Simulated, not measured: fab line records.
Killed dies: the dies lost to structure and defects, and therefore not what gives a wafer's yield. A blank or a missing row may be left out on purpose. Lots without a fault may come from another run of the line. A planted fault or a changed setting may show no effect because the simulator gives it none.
Split-lot study ; flow sky130 ; 23 wafers read from 5 lots, route of 708 steps

ABOUT THE SPLIT
At SKY_FIELD_ISO_OXIDATION_22 (stabilise 600 s, purge 300 s, target thk 10 nm), the setting temp c was moved away from the recipe's 950 C on 10 of the 23 wafers read, by +0.9% to +2.9%. For the rest of the wafers, this setting stayed at what the recipe calls for.

Between the split and the reading, the file records no step.

THE READING
At SKY_FIELD_ISO_THK_MEAS_23: FIELD_ISO_OXIDATION_01_THK, given in nm. Fault-free wafers of this fab line usually give 10.06 nm, standard deviation 0.17 nm.

wafer;tool, chamber at the split;temp c as run, C;against the recipe;FIELD_ISO_OXIDATION_01_THK, nm;against lot-mates on the recipe
L074.1;-, -;950;recipe;9.93;-
L074.3;-, -;950;recipe;9.92;-
L074.4;-, -;950;recipe;9.82;-
L074.5;-, -;950;recipe;9.81;-
L074.6;-, -;950;recipe;9.83;-
L080.1;-, -;978;+2.9%;13.77;no lot-mate on the recipe
L080.2;-, -;978;+2.9%;13.76;no lot-mate on the recipe
L080.3;-, -;978;+2.9%;13.76;no lot-mate on the recipe
L080.4;-, -;978;+2.9%;13.83;no lot-mate on the recipe
L080.5;-, -;978;+2.9%;13.85;no lot-mate on the recipe
L081.1;furnace-02, 0;950;recipe;10.25;-
L081.3;furnace-02, 0;950;recipe;9.98;-
L081.6;furnace-02, 0;950;recipe;10.16;-
L083.1;-, -;959;+0.9%;11.33;no lot-mate on the recipe
L083.2;-, -;959;+0.9%;11.32;no lot-mate on the recipe
L083.3;-, -;959;+0.9%;11.35;no lot-mate on the recipe
L083.4;-, -;959;+0.9%;11.22;no lot-mate on the recipe
L083.6;-, -;959;+0.9%;11.13;no lot-mate on the recipe
L085.1;-, -;950;recipe;9.76;-
L085.2;-, -;950;recipe;9.94;-
L085.3;-, -;950;recipe;9.88;-
L085.4;-, -;950;recipe;9.83;-
L085.5;-, -;950;recipe;9.96;-

FIT RESULTS
A straight line over all 23 wafers: FIELD_ISO_OXIDATION_01_THK changes by +1.31 nm for each +1% of temp c; r = +1.00; the points scatter about the line by 0.12 nm.
Too few moved wafers have a lot-mate on the recipe to fit a line with each lot's own level taken away.

THE WHOLE CHAIN: every reading that the file lists as answering this split, in the file's order
step;what it does;reading;change (the file's fit);r (the file's)
SKY_FIELD_ISO_OXIDATION_22;stabilise 600 s, purge 300 s, target thk 10 nm;SiO2_of_FIELD_ISO_OXIDATION_22.thk nm (the simulator's own value, which no gauge read);+1.31 nm for each +1% of the setting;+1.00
SKY_FIELD_ISO_THK_MEAS_23;;FIELD_ISO_OXIDATION_01_THK;+1.31 for each +1% of the setting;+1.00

THE FILE'S OWN FIT
FIELD_ISO_OXIDATION_01_THK changes by +1.31 nm for each +1% of temp c, r = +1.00.
